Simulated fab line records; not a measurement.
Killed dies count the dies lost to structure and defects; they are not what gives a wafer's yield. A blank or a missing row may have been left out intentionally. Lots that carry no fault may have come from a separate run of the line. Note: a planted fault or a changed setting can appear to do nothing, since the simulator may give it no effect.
Chamber matching / flow sky130 / cmp-01 running SKY_LI_CONTACT_CMP_24: 4 sister chambers
The step polishes, stops on PSG, t overpolish 20 s, target thk 0 nm. 20 wafers are shown with their chamber, then 10 later ones without.

== WAFERS PAIRED WITH THEIR CHAMBERS ==
wafer=L513.2; chamber=1; motor_current_A (A)=12.8; time_to_endpoint_s (s)=95; overpolish_run_s (s)=20.007
wafer=L513.3; chamber=2; motor_current_A (A)=10.8; time_to_endpoint_s (s)=103; overpolish_run_s (s)=19.990
wafer=L513.6; chamber=2; motor_current_A (A)=10.6; time_to_endpoint_s (s)=102; overpolish_run_s (s)=19.990
wafer=L514.3; chamber=3; motor_current_A (A)=9.1; time_to_endpoint_s (s)=100; overpolish_run_s (s)=19.997
wafer=L514.4; chamber=0; motor_current_A (A)=10.5; time_to_endpoint_s (s)=92; overpolish_run_s (s)=20.001
wafer=L514.6; chamber=1; motor_current_A (A)=12.0; time_to_endpoint_s (s)=96; overpolish_run_s (s)=20.007
wafer=L515.3; chamber=1; motor_current_A (A)=13.3; time_to_endpoint_s (s)=99; overpolish_run_s (s)=20.022
wafer=L515.4; chamber=2; motor_current_A (A)=10.1; time_to_endpoint_s (s)=101; overpolish_run_s (s)=19.995
wafer=L515.5; chamber=0; motor_current_A (A)=10.3; time_to_endpoint_s (s)=94; overpolish_run_s (s)=19.992
wafer=L516.1; chamber=1; motor_current_A (A)=11.4; time_to_endpoint_s (s)=97; overpolish_run_s (s)=20.001
wafer=L516.2; chamber=2; motor_current_A (A)=11.0; time_to_endpoint_s (s)=100; overpolish_run_s (s)=19.999
wafer=L516.3; chamber=3; motor_current_A (A)=9.3; time_to_endpoint_s (s)=95; overpolish_run_s (s)=20.005
wafer=L518.2; chamber=1; motor_current_A (A)=12.3; time_to_endpoint_s (s)=95; overpolish_run_s (s)=19.995
wafer=L518.3; chamber=3; motor_current_A (A)=9.2; time_to_endpoint_s (s)=93; overpolish_run_s (s)=19.998
wafer=L518.6; chamber=1; motor_current_A (A)=11.9; time_to_endpoint_s (s)=95; overpolish_run_s (s)=20.010
wafer=L524.3; chamber=2; motor_current_A (A)=10.7; time_to_endpoint_s (s)=105; overpolish_run_s (s)=20.003
wafer=L524.5; chamber=3; motor_current_A (A)=8.8; time_to_endpoint_s (s)=99; overpolish_run_s (s)=20.008
wafer=L524.6; chamber=0; motor_current_A (A)=10.9; time_to_endpoint_s (s)=89; overpolish_run_s (s)=20.013
wafer=L525.1; chamber=3; motor_current_A (A)=9.0; time_to_endpoint_s (s)=98; overpolish_run_s (s)=19.998
wafer=L525.2; chamber=0; motor_current_A (A)=10.1; time_to_endpoint_s (s)=96; overpolish_run_s (s)=19.993

SIGNATURES (means of the wafers above)
reading=motor_current_A; chamber 0=10.450; chamber 1=12.283; chamber 2=10.640; chamber 3=9.080; scatter within a chamber=0.451
reading=time_to_endpoint_s; chamber 0=92.75; chamber 1=96.17; chamber 2=102.20; chamber 3=97.00; scatter within a chamber=2.35
reading=overpolish_run_s; chamber 0=19.99975; chamber 1=20.00700; chamber 2=19.99540; chamber 3=20.00120; scatter within a chamber=0.0076
Rule: distance of a wafer from a chamber = root of the sum over the readings of ((wafer's reading minus chamber's mean) / reading's scatter) squared. If the next closest chamber is less than 2 further off than the closest, the wafer can't be placed; otherwise it belongs to the closest. How the scatter is found: for the shown wafers, subtract from each reading the mean of its chamber, square and add these, divide the total by (wafers less chambers), then take the root.

== WAFERS WITH NO CHAMBER GIVEN ==
wafer=L525.5; motor_current_A (A)=11.0; time_to_endpoint_s (s)=91; overpolish_run_s (s)=20.007
wafer=L531.2; motor_current_A (A)=9.1; time_to_endpoint_s (s)=99; overpolish_run_s (s)=19.993
wafer=L531.5; motor_current_A (A)=9.0; time_to_endpoint_s (s)=101; overpolish_run_s (s)=20.000
wafer=L531.6; motor_current_A (A)=10.1; time_to_endpoint_s (s)=102; overpolish_run_s (s)=19.991
wafer=L534.4; motor_current_A (A)=12.1; time_to_endpoint_s (s)=99; overpolish_run_s (s)=19.999
wafer=L534.5; motor_current_A (A)=10.7; time_to_endpoint_s (s)=91; overpolish_run_s (s)=19.997
wafer=L534.6; motor_current_A (A)=9.0; time_to_endpoint_s (s)=97; overpolish_run_s (s)=19.995
wafer=L535.2; motor_current_A (A)=9.3; time_to_endpoint_s (s)=93; overpolish_run_s (s)=19.976
wafer=L535.3; motor_current_A (A)=12.5; time_to_endpoint_s (s)=95; overpolish_run_s (s)=19.993
wafer=L535.4; motor_current_A (A)=10.6; time_to_endpoint_s (s)=100; overpolish_run_s (s)=19.992

== WHICH CHAMBER EACH ONE RAN IN ==
wafer=L525.5; from the rows above=can't be placed: 0 or 1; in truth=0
wafer=L531.2; from the rows above=3; in truth=3
wafer=L531.5; from the rows above=3; in truth=3
wafer=L531.6; from the rows above=2; in truth=2
wafer=L534.4; from the rows above=can't be placed: 1 or 2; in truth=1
wafer=L534.5; from the rows above=0; in truth=0
wafer=L534.6; from the rows above=3; in truth=3
wafer=L535.2; from the rows above=can't be placed: 3 or 0 or 2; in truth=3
wafer=L535.3; from the rows above=1; in truth=1
wafer=L535.4; from the rows above=2; in truth=2
Correct placement for 7 of the 10. Not placeable from these rows: 3 (in 3, the candidates include the true chamber). Number placed wrongly: 0.
